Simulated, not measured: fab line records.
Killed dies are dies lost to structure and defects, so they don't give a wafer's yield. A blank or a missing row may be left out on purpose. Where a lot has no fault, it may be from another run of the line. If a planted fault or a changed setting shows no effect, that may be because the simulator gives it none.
The same fault as seen by 2 desks    flow sky130    what lay behind the numbers comes last; until then each desk has only its own

## FOR THE TOOL OWNER'S DESK: implanter-01
SKY_LDD_P_IMPLANT_09, tool's own readings: per-lot mean of the sampled wafers with a number, covering each lot this tool ran. The brackets show how far a lot's mean lies from the usual mean; more than 4 standard deviations puts the lot out of limits, marked OUT.
Columns: A = dose_ions_cm2 at SKY_LDD_P_IMPLANT_09, usual 1.0001e+13; B = faraday_current_uA at SKY_LDD_P_IMPLANT_09, usual 56.5
lot   first seen here  A                             B
L741  day 20 20:08     9.9883e+12                    56.0
L745  day 21 23:16     1.0007e+13                    55.3
L746  day 22 15:10     1.0014e+13                    56.8
L749  day 23 11:51     1.0004e+13                    56.0
L750  day 23 22:54     9.9987e+12                    57.5
L753  day 25 00:04     1.6073e+12 (-99 or more) OUT  9.1 (-43) OUT
L754  day 25 07:50     1.6040e+12 (-99 or more) OUT  9.1 (-43) OUT
L755  day 25 17:23     1.6213e+12 (-99 or more) OUT  9.0 (-43) OUT
This desk finds L753, L754, L755 out of limits, L753 being first, at day 25 00:04 (dose_ions_cm2 at SKY_LDD_P_IMPLANT_09). Within limits: L741, L745, L746, L749, L750.

## METROLOGY DESK
What the gauges read, lot by lot, whatever tool the lot ran on: means of the sampled wafers that have a number. The brackets show how far a lot's mean lies from the usual mean; more than 4 standard deviations puts the lot out of limits, marked OUT.
Columns: A = LDD_P_OVL at SKY_LDD_P_OVL_MEAS_08, usual 0.4 nm; B = LDD_P_TW at SKY_LDD_P_TW_MEAS_11, usual 632; C = LDD_HVP_TW at SKY_LDD_HVP_TW_MEAS_10, usual 450.0
lot   first seen here  A     B              C
L737  day 19 08:26     -0.3  638            447.9
L741  day 20 20:05     0.0   633            448.6
L743  day 21 08:15     0.9   628            447.7
L745  day 21 23:14     -1.3  630            450.2
L746  day 22 15:08     2.2   636            448.6
L747  day 22 21:47     1.9   627            455.9
L749  day 23 11:47     -0.5  626            449.5
L750  day 23 22:50     -1.5  624            454.2
L753  day 25 00:02     -1.1  359 (-50) OUT  452.5
L754  day 25 07:47     1.4   361 (-49) OUT  450.9
L755  day 25 17:20     1.3   354 (-51) OUT  449.1
L757  day 26 12:44     -0.6  639            447.7
This desk finds L753, L754, L755 out of limits, with the earliest case on L753 at day 25 00:19 (LDD_P_TW at SKY_LDD_P_TW_MEAS_11). Within limits: L737, L741, L743, L745, L746, L747, L749, L750, L757.

## ALL TOGETHER
On L753, L754, L755, at day 25 00:04, an alarm was possible from the tool owner's desk.
The metrology desk could have raised an alarm at day 25 00:19, on L753, L754, L755.
SKY_LDD_P_IMPLANT_09 was run on implanter-01 by each of the lots named.

## WHAT HAD BEEN PUT IN BY THE SIMULATOR
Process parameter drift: implanter-01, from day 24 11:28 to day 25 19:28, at SKY_LDD_P_IMPLANT_09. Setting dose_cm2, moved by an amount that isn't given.
Struck lots among those shown: L753, L754, L755.
Hours from the fault's start to each desk's first reading out of limits: the tool owner's desk, 13; the metrology desk, 13.
